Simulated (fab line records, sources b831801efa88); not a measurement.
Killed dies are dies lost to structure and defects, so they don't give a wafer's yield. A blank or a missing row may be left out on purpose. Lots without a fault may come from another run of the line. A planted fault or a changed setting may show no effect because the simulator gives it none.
Which tool did it? | flow sky130 | 12 lots, 36 wafers sampled, at 1 step of a route of 708

WHAT THE GAUGES READ, wafer by wafer
SKY_CAP2M_OVL_MEAS_12.
lot  | measured     | on         | CAP2M_OVL (nm)
L607 | day 41 18:29 | overlay-01 | 0.7 2.2 0.8
L609 | day 42 03:11 | overlay-01 | -0.4 -0.6 1.1
L610 | day 42 14:25 | overlay-01 | 0.9 0.0 2.0
L613 | day 43 06:19 | overlay-02 | -0.7 -1.4 -0.6
L614 | day 43 17:56 | overlay-02 | 1.0 -0.3 -0.6
L615 | day 43 21:20 | overlay-01 | -0.3 1.1 -0.6
L617 | day 45 21:09 | overlay-02 | 1.3 0.7 1.3
L619 | day 46 02:29 | overlay-01 | 0.5 1.1 -0.8
L624 | day 46 23:32 | overlay-01 | 1.0 0.3 0.1
L623 | day 47 04:26 | overlay-02 | 1.8 2.8 2.2
L626 | day 47 05:02 | overlay-02 | 0.2 -1.5 -0.9
L625 | day 47 11:03 | overlay-01 | -0.3 0.0 -0.1

WHICH TOOL RAN EACH LOT (tool, then ch and the chambers of the sampled wafers, then the start)
The record holds no process step before these readings.

WHAT THE TOOLS THEMSELVES READ (means of the sampled wafers that have a number; where no wafer has one, the mark that the record gives instead)
The record holds no such reading with a usual standard deviation.

THE ANSWER, worked out from the rows above alone
Rule: what is usual is taken from the lots themselves. Put in order of their means at a reading, lots are off if they are a third of the lots or fewer, leave a main group of 4 or more, and stand apart from it by a gap of 3 or more times the standard deviation of the main group's means; of several such gaps the widest counts. A main group whose means are all the same, to the digits that the tables above print for the reading, isn't used. A lot without any number at a reading at which 4 lots or more have one is off too. The other lots that the step has rows for count as sound. The gauges are gone through in route order, then the tools' own readings, and for those a lot's mean is taken as printed above. The first step at which some lot is off is used, and at that step the reading that is off furthest; a lot without a number counts as furthest.
No lot is off at any reading shown: from this, nothing can be told.

WHAT THE SIMULATOR HAD PUT IN
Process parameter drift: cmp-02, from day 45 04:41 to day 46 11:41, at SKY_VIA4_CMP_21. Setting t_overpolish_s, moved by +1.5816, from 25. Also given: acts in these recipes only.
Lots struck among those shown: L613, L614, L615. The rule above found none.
